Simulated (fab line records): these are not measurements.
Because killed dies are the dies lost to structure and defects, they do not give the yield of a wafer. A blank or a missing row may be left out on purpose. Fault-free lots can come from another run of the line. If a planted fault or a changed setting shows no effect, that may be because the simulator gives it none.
fab line records + flow gf180mcu
record
- lots=13
- wafers=39
- lastDay=34
route steps=602 shown STI@27 M2@362 V2@398
lots untouched by any fault: they come from a run of this same line in which no faults occurred
startH: the number of hours between the record's first day and the start of the first shown wafer of the lot + waitH: hours elapsed since this lot's preceding step + " same as the row above + L1.1+2: several wafers, shown together as one row + - no value present, or no start provided + * or withheld: withheld + < > ~ a bound
route shown NAME@n: a module of which the file shows steps, and the number in the route of the first + usual: mean/standard deviation taken from wafers without a fault + same: alike in all rows + chamber/n: place in a boat + sites: readings site by site + _std_site: how widely they spread, as a standard deviation + _edge_site: outer sites' mean less inner sites' + radiusMm: for every site, how far away it sits from the centre of the wafer + mask NAME#n: copy n + behind: tool/chamber where the wafer was last shaped + hold: why the lot was held/for how many hours/how that ended + device: whichever transistor did not switch (one of n, p or np) + end of line: tests of these same wafers at the route's end + where a step has no rows: the recipe by itself + killed: count of dies lost to structure and defects at first sort (not the wafer's yield) + map: shows each die of a wafer: x if killed, . if not, _ if none is there
set.NAME: the run value of the setting; set.NAME@STEP: its run value at that earlier step + model.NAME: the simulator's own value behind a step, which no gauge read
route steps across a sampled set of lots; one table per step, one row per wafer
services: the hour from which a tool's chamber was out of use, counted from the record's first day as startH (under 0 if before that day), plus the number of hours and why
## steps
# step GF_STI_WET_ETCH_26
# recipe
- chemistry=dHF
- targetDepthNm=94
- target=SiO2
- tempC=25
- dilution=10:1
- timeS=188
# usual
- runLengthS=217/3.5
| lot.wafer | tool        | chamber | startH | waitH | runLengthS |
|-----------|-------------|---------|--------|-------|------------|
| L348.1    | wetBench-02 | 3       | 32.92  | 0.2   | 215        |
| L348.4    | "           | 3       | "      | "     | 215        |
| L348.6    | "           | 3       | "      | "     | 215        |
| L349.1    | wetBench-04 | 3       | 39.90  | 0.1   | 215        |
| L349.3    | "           | 3       | "      | "     | 215        |
| L349.6    | "           | 3       | "      | "     | 215        |
| L350.1    | wetBench-01 | 1       | 43.17  | 0.1   | 221        |
| L350.3    | "           | 1       | "      | "     | 221        |
| L350.5    | "           | 1       | "      | "     | 221        |
| L351.2    | wetBench-01 | 3       | 48.24  | 0.1   | 214        |
| L351.3    | "           | 3       | "      | "     | 214        |
| L351.5    | "           | 3       | "      | "     | 214        |
| L352.1    | wetBench-02 | 2       | 53.76  | 0.1   | 212        |
| L352.3    | "           | 2       | "      | "     | 212        |
| L352.6    | "           | 2       | "      | "     | 212        |
| L355.2    | wetBench-01 | 3       | 72.23  | 0.1   | 221        |
| L355.5    | "           | 3       | "      | "     | 221        |
| L355.6    | "           | 3       | "      | "     | 221        |
| L358.2    | wetBench-04 | 3       | 83.51  | 0.2   | 217        |
| L358.5    | "           | 3       | "      | "     | 217        |
| L358.6    | "           | 3       | "      | "     | 217        |
| L359.2    | wetBench-02 | 1       | 90.58  | 0.2   | 222        |
| L359.3    | "           | 1       | "      | "     | 222        |
| L359.6    | "           | 1       | "      | "     | 222        |
| L364.1    | wetBench-02 | 0       | 115.79 | 0.2   | 141        |
| L364.3    | "           | 0       | "      | "     | 141        |
| L364.4    | "           | 0       | "      | "     | 141        |
| L366.1    | wetBench-02 | 2       | 126.42 | 0.1   | 213        |
| L366.5    | "           | 2       | "      | "     | 213        |
| L366.6    | "           | 2       | "      | "     | 213        |
| L367.2    | wetBench-04 | 3       | 130.93 | 0.1   | 222        |
| L367.3    | "           | 3       | "      | "     | 222        |
| L367.5    | "           | 3       | "      | "     | 222        |
| L368.1    | wetBench-01 | 0       | 136.36 | 0.2   | 213        |
| L368.2    | "           | 0       | "      | "     | 213        |
| L368.6    | "           | 0       | "      | "     | 213        |
| L369.3    | wetBench-04 | 0       | 140.78 | 0.2   | 222        |
| L369.4    | "           | 0       | "      | "     | 222        |
| L369.5    | "           | 0       | "      | "     | 222        |
# step GF_M2_SPUTTER_00
# recipe
- material=Ti
- targetThkNm=37.5
- arrivingIonEnergyEv=80
- substrateTempC=200
- chamberPressurePa=2
- powerW=4000
- timeS=150
# usual
- chamberPressurePa=2.000/0.0045
- throttleValvePct=29.8/0.96
| lot.wafer | tool          | chamber | startH | waitH | chamberPressurePa | throttleValvePct |
|-----------|---------------|---------|--------|-------|-------------------|------------------|
| L348.1    | pvdSputter-02 | -       | 423.29 | 0.2   | 1.998             | 29.0             |
| L348.4    | "             | -       | "      | "     | 1.993             | 30.6             |
| L348.6    | "             | -       | "      | "     | 2.005             | 30.0             |
| L349.1    | pvdSputter-02 | -       | 434.72 | 0.1   | 1.996             | 30.3             |
| L349.3    | "             | -       | "      | "     | 2.002             | 29.2             |
| L349.6    | "             | -       | "      | "     | 2.011             | 29.8             |
| L350.1    | pvdSputter-03 | -       | 443.17 | 0.2   | 1.994             | 29.9             |
| L350.3    | "             | -       | "      | "     | 2.001             | 27.8             |
| L350.5    | "             | -       | "      | "     | 2.001             | 27.9             |
| L351.2    | pvdSputter-01 | -       | 450.89 | 0.1   | 2.004             | 29.3             |
| L351.3    | "             | -       | "      | "     | 1.995             | 30.6             |
| L351.5    | "             | -       | "      | "     | 1.999             | 29.1             |
| L352.1    | pvdSputter-03 | -       | 459.85 | 0.1   | 2.001             | 29.7             |
| L352.3    | "             | -       | "      | "     | 1.999             | 27.8             |
| L352.6    | "             | -       | "      | "     | 1.999             | 30.2             |
| L355.2    | pvdSputter-02 | -       | 494.40 | 0.2   | 1.997             | 28.9             |
| L355.5    | "             | -       | "      | "     | 1.998             | 30.7             |
| L355.6    | "             | -       | "      | "     | 1.997             | 29.4             |
| L358.2    | pvdSputter-01 | -       | 512.92 | 0.1   | 1.998             | 28.6             |
| L358.5    | "             | -       | "      | "     | 2.000             | 28.8             |
| L358.6    | "             | -       | "      | "     | 1.997             | 30.7             |
| L359.2    | pvdSputter-01 | -       | 521.41 | 0.2   | 1.994             | 28.9             |
| L359.3    | "             | -       | "      | "     | 2.005             | 29.0             |
| L359.6    | "             | -       | "      | "     | 2.003             | 29.1             |
| L364.1    | pvdSputter-01 | -       | 566.02 | 0.1   | 2.006             | 30.5             |
| L364.3    | "             | -       | "      | "     | 1.999             | 29.0             |
| L364.4    | "             | -       | "      | "     | 1.999             | 28.7             |
| L366.1    | pvdSputter-01 | -       | 578.48 | 0.1   | 2.002             | 29.3             |
| L366.5    | "             | -       | "      | "     | 2.004             | 30.4             |
| L366.6    | "             | -       | "      | "     | 2.006             | 29.1             |
| L367.2    | pvdSputter-02 | -       | 593.07 | 0.2   | 2.003             | 30.6             |
| L367.3    | "             | -       | "      | "     | 1.998             | 29.2             |
| L367.5    | "             | -       | "      | "     | 1.998             | 29.9             |
| L368.1    | pvdSputter-01 | -       | 593.45 | 0.2   | 1.999             | 29.2             |
| L368.2    | "             | -       | "      | "     | 1.995             | 28.9             |
| L368.6    | "             | -       | "      | "     | 1.998             | 28.8             |
| L369.3    | pvdSputter-02 | -       | 601.83 | 0.1   | 1.999             | 30.5             |
| L369.4    | "             | -       | "      | "     | 1.993             | 30.2             |
| L369.5    | "             | -       | "      | "     | 2.002             | 30.6             |
# step GF_M2_SPUTTER_01
# recipe
- material=TiN
- targetThkNm=30
- powerW=6500
- timeS=25
- chamberPressurePa=0.4
# usual
- chamberPressurePa=0.4000/0.00074
- throttleValvePct=29.8/0.94
| lot.wafer | tool          | chamber | startH | waitH | chamberPressurePa | throttleValvePct |
|-----------|---------------|---------|--------|-------|-------------------|------------------|
| L348.1    | pvdSputter-02 | -       | 423.39 | 0.1   | 0.3996            | 29.0             |
| L348.4    | "             | -       | "      | "     | 0.3994            | 30.9             |
| L348.6    | "             | -       | "      | "     | 0.4014            | 30.2             |
| L349.1    | pvdSputter-02 | -       | 434.82 | 0.1   | 0.3990            | 30.5             |
| L349.3    | "             | -       | "      | "     | 0.3997            | 29.2             |
| L349.6    | "             | -       | "      | "     | 0.3998            | 29.7             |
| L350.1    | pvdSputter-03 | -       | 443.27 | 0.1   | 0.4006            | 30.1             |
| L350.3    | "             | -       | "      | "     | 0.3992            | 28.2             |
| L350.5    | "             | -       | "      | "     | 0.3997            | 28.0             |
| L351.2    | pvdSputter-01 | -       | 450.99 | 0.1   | 0.3992            | 29.3             |
| L351.3    | "             | -       | "      | "     | 0.3991            | 30.6             |
| L351.5    | "             | -       | "      | "     | 0.4007            | 29.0             |
| L352.1    | pvdSputter-03 | -       | 459.95 | 0.1   | 0.3998            | 29.8             |
| L352.3    | "             | -       | "      | "     | 0.4010            | 28.0             |
| L352.6    | "             | -       | "      | "     | 0.4000            | 29.7             |
| L355.2    | pvdSputter-02 | -       | 494.50 | 0.1   | 0.3999            | 29.3             |
| L355.5    | "             | -       | "      | "     | 0.4002            | 30.8             |
| L355.6    | "             | -       | "      | "     | 0.3995            | 29.2             |
| L358.2    | pvdSputter-01 | -       | 513.02 | 0.1   | 0.3999            | 29.1             |
| L358.5    | "             | -       | "      | "     | 0.4009            | 29.3             |
| L358.6    | "             | -       | "      | "     | 0.3985            | 30.7             |
| L359.2    | pvdSputter-01 | -       | 521.51 | 0.1   | 0.3997            | 29.2             |
| L359.3    | "             | -       | "      | "     | 0.4007            | 29.2             |
| L359.6    | "             | -       | "      | "     | 0.4001            | 28.8             |
| L364.1    | pvdSputter-01 | -       | 566.12 | 0.1   | 0.4005            | 30.7             |
| L364.3    | "             | -       | "      | "     | 0.4007            | 29.1             |
| L364.4    | "             | -       | "      | "     | 0.4001            | 29.3             |
| L366.1    | pvdSputter-01 | -       | 578.58 | 0.1   | 0.3998            | 28.8             |
| L366.5    | "             | -       | "      | "     | 0.4017            | 30.5             |
| L366.6    | "             | -       | "      | "     | 0.3998            | 29.0             |
| L367.2    | pvdSputter-02 | -       | 593.17 | 0.1   | 0.4012            | 30.5             |
| L367.3    | "             | -       | "      | "     | 0.3992            | 29.2             |
| L367.5    | "             | -       | "      | "     | 0.4004            | 29.9             |
| L368.1    | pvdSputter-01 | -       | 593.55 | 0.1   | 0.3999            | 29.2             |
| L368.2    | "             | -       | "      | "     | 0.3986            | 28.8             |
| L368.6    | "             | -       | "      | "     | 0.3998            | 29.1             |
| L369.3    | pvdSputter-02 | -       | 601.93 | 0.1   | 0.3999            | 30.9             |
| L369.4    | "             | -       | "      | "     | 0.4000            | 29.7             |
| L369.5    | "             | -       | "      | "     | 0.4005            | 30.7             |
# step GF_V2_ETCH_16
# recipe
- chemistry=N2/H2
- targetDepthA=withheld
- overetchA=withheld
- timeS=withheld
- target=BARC
- ionEnergyEv=200
- sourceW=500
- biasW=100
- pressureMtorr=30
- n2FlowSccm=100
- h2FlowSccm=200
# usual
- drypumpMotorCurrentA=5.7/0.65
- oesProductAu=0.855/0.0047
- throttleValvePct=13.224/0.0077
| lot.wafer | tool       | chamber | startH | waitH | drypumpMotorCurrentA | oesProductAu | throttleValvePct |
|-----------|------------|---------|--------|-------|----------------------|--------------|------------------|
| L348.1    | rieDiel-03 | 1       | 473.32 | 0.0   | 5.1                  | 0.853        | 13.215           |
| L348.4    | "          | 2       | "      | "     | 6.6                  | 0.863        | 13.227           |
| L348.6    | "          | 0       | "      | "     | 5.2                  | 0.851        | 13.228           |
| L349.1    | rieDiel-03 | 0       | 485.43 | 0.0   | 5.2                  | 0.856        | 13.228           |
| L349.3    | "          | 2       | "      | "     | 6.6                  | 0.857        | 13.225           |
| L349.6    | "          | 1       | "      | "     | 5.1                  | 0.853        | 13.222           |
| L350.1    | rieDiel-04 | 3       | 493.49 | 0.0   | 6.7                  | 0.860        | 13.223           |
| L350.3    | "          | 0       | "      | "     | 5.2                  | 0.854        | 13.221           |
| L350.5    | "          | 3       | "      | "     | 6.7                  | 0.858        | 13.218           |
| L351.2    | rieDiel-01 | 3       | 500.92 | 0.0   | 4.7                  | 0.855        | 13.226           |
| L351.3    | "          | 0       | "      | "     | 5.6                  | 0.856        | 13.211           |
| L351.5    | "          | 1       | "      | "     | 5.1                  | 0.855        | 13.234           |
| L352.1    | rieDiel-04 | 2       | 509.52 | 0.0   | 5.9                  | 0.851        | 13.219           |
| L352.3    | "          | 3       | "      | "     | 6.7                  | 0.852        | 13.227           |
| L352.6    | "          | 1       | "      | "     | 6.1                  | 0.862        | 13.225           |
| L355.2    | rieDiel-01 | 0       | 542.37 | 0.0   | 5.6                  | 0.852        | 13.222           |
| L355.5    | "          | 1       | "      | "     | 5.0                  | 0.855        | 13.226           |
| L355.6    | "          | 0       | "      | "     | 5.6                  | 0.852        | 13.238           |
| L358.2    | rieDiel-04 | 3       | 559.92 | 0.0   | 6.7                  | 0.852        | 13.229           |
| L358.5    | "          | 2       | "      | "     | 5.9                  | 0.852        | 13.205           |
| L358.6    | "          | 1       | "      | "     | 6.1                  | 0.857        | 13.212           |
| L359.2    | rieDiel-03 | 3       | 568.62 | 0.0   | 6.5                  | 0.866        | 13.224           |
| L359.3    | "          | 0       | "      | "     | 5.2                  | 0.851        | 13.222           |
| L359.6    | "          | 2       | "      | "     | 6.6                  | 0.855        | 13.231           |
| L364.1    | rieDiel-01 | 2       | 610.94 | 0.0   | 5.9                  | 0.849        | 13.221           |
| L364.3    | "          | 3       | "      | "     | 4.7                  | 0.857        | 13.227           |
| L364.4    | "          | 1       | "      | "     | 5.0                  | 0.858        | 13.221           |
| L366.1    | rieDiel-04 | 1       | 622.09 | 0.0   | 6.1                  | 0.858        | 13.230           |
| L366.5    | "          | 0       | "      | "     | 5.3                  | 0.857        | 13.232           |
| L366.6    | "          | 1       | "      | "     | 6.1                  | 0.850        | 13.225           |
| L367.2    | rieDiel-01 | 1       | 635.67 | 0.0   | 5.0                  | 0.860        | 13.223           |
| L367.3    | "          | 0       | "      | "     | 5.5                  | 0.851        | 13.232           |
| L367.5    | "          | 1       | "      | "     | 5.0                  | 0.852        | 13.228           |
| L368.1    | rieDiel-03 | 1       | 636.97 | 0.0   | 5.1                  | 0.853        | 13.242           |
| L368.2    | "          | 0       | "      | "     | 5.2                  | 0.846        | 13.223           |
| L368.6    | "          | 1       | "      | "     | 5.1                  | 0.856        | 13.206           |
| L369.3    | rieDiel-01 | 0       | 645.12 | 0.0   | 5.6                  | 0.845        | 13.212           |
| L369.4    | "          | 3       | "      | "     | 4.7                  | 0.861        | 13.232           |
| L369.5    | "          | 2       | "      | "     | 5.9                  | 0.848        | 13.227           |
## services
| tool          | chamber | startH | hours | kind   |
|---------------|---------|--------|-------|--------|
| rieDiel-03    | 0       | 38.44  | 2.5   | repair |
| rieDiel-04    | 1       | 39.57  | 1.4   | repair |
| pvdSputter-01 | -       | 50.67  | 3.4   | repair |
| pvdSputter-01 | -       | 77.11  | 0.9   | repair |
| pvdSputter-02 | -       | 81.61  | 1.8   | repair |
| rieDiel-03    | 1       | 104.62 | 1.6   | repair |
| rieDiel-03    | -       | 134.22 | 0.1   | repair |
| rieDiel-01    | 0       | 150.20 | 14.0  | repair |
| rieDiel-04    | -       | 169.96 | 14.6  | pm     |
| pvdSputter-01 | -       | 180.42 | 1.0   | repair |
| pvdSputter-03 | -       | 182.99 | 4.1   | repair |
| rieDiel-01    | 0       | 184.57 | 15.0  | repair |
| rieDiel-03    | -       | 193.16 | 28.1  | pm     |
| rieDiel-04    | 1       | 201.83 | 7.9   | repair |
| pvdSputter-03 | -       | 206.73 | 5.2   | repair |
| rieDiel-04    | 0       | 207.22 | 4.1   | repair |
| wetBench-02   | -       | 275.70 | 4.4   | pm     |
| pvdSputter-01 | -       | 316.70 | 1.0   | repair |
| rieDiel-01    | -       | 409.82 | 14.6  | pm     |
| rieDiel-01    | 3       | 444.38 | 7.8   | repair |
| rieDiel-01    | 0       | 506.90 | 14.2  | repair |
| wetBench-02   | -       | 618.59 | 1.9   | pm     |
| rieDiel-01    | -       | 621.12 | 2.8   | pm     |
| pvdSputter-01 | -       | 641.80 | 2.0   | repair |
## key
firstSign
- step=GF_STI_WET_ETCH_26
- reading=runLengthS
- direction=down
- sigmas=21
- usual=*
- struck=*
effect none on later readings
metAt GF_STI_WET_ETCH_26
struckLots L364
struckWafers L364.1,L364.3,L364.4
testerLeftOut L364
notActingAt GF_M2_SPUTTER_00,GF_M2_SPUTTER_01,GF_V2_ETCH_16
fault
- kind=processParameterDrift
- tool=wetBench-02
- chamber=0
- onsetH=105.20
- steps=GF_STI_WET_ETCH_26
- channel=timeS
- offset=*
- shape=step
- endH=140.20
- actsIn=*
- stated=*
# testerLeftOut: of these lots the tester's yield and bins aren't shown, on N5 and GAA mostly nor the transistor test; their killed dies are dies lost to structure and defects alone, not to doping, threshold or leakage, so they don't give the yield
